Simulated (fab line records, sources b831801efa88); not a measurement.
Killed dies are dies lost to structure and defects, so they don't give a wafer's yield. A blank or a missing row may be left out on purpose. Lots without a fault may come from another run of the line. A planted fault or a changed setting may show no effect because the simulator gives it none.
Problem report in the 8D (eight disciplines) form, filled by code | flow gf180mcu | the parts of the form that need people (team, actions taken, sign-off) are left out

1. THE PROBLEM
run_length_s at GF_HV_LDD_CLEAN_51 reads a mean of 50 s on 6 wafers of 2 lots; wafers without a fault read 180 s with a standard deviation of 3.9. That is -33 standard deviations from the usual mean.
The step: cleans in SC1/SC2, time 150 s.
First seen on wafer L715.2, day 18 05:30, on wet_bench-02. The record holds 18 wafers of 6 lots with a number at this step. Rule for "out", or "out of limits": more than 4 standard deviations from the usual mean. The other wafers with a number count as sound.

2. WHAT IT IS AND WHAT IT IS NOT
question                    | is                     | is not
which readings at this step | run_length_s           | -
which lots                  | L715, L716             | L705, L713, L719, L721
which wafers of those lots  | all that have a number | -
read on which tools         | wet_bench-02           | wet_bench-01, wet_bench-04
when                        | from day 18 05:30      | up to then (6 sound wafers); but 6 sound wafers of L719, L721 came after

3. SUSPECTS, AND WHAT RULES EACH OUT
Counting: a tool at a process step up to the reading stays a suspect if it ran every lot that is out and no sound lot after the first of them.
- wet_bench-02 at GF_HV_LDD_CLEAN_51 (cleans in SC1/SC2, time 150 s): kept. It ran every lot that is out, first L715 (day 18 05:30), and no sound lot after that; its last sound lot up to then is L705 (day 14 22:08). Its own readings are out on those wafers: run_length_s.
Left after counting: wet_bench-02 at GF_HV_LDD_CLEAN_51.

4. THE CAUSE (what the simulator had put in)
Process parameter drift: wet_bench-02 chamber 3, from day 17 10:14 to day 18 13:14, at GF_HV_LDD_CLEAN_51. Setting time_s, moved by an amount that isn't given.
Counting left only this tool.

5. THE CHAIN OF EFFECTS, in route order
Each row: a reading whose mean over the struck wafers that have a number lies more than 3 standard deviations from the usual. Only readings for which the record gives a usual standard deviation are gone through. hours: the time from each lot's start at the first step in this table that gives one to its start at this step, as a median over the lots. sigmas: the change in usual standard deviations.
hours | step               | reading      | usual | on struck wafers | change | sigmas
0     | GF_HV_LDD_CLEAN_51 | run_length_s | 180 s | 50               | -130   | -33
The process steps in it:
- GF_HV_LDD_CLEAN_51: cleans in SC1/SC2, time 150 s.

6. WHAT WOULD HAVE CAUGHT IT SOONER
In this record the first reading out of limits was taken at day 18 05:30, 19 hours after the fault began at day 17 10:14.
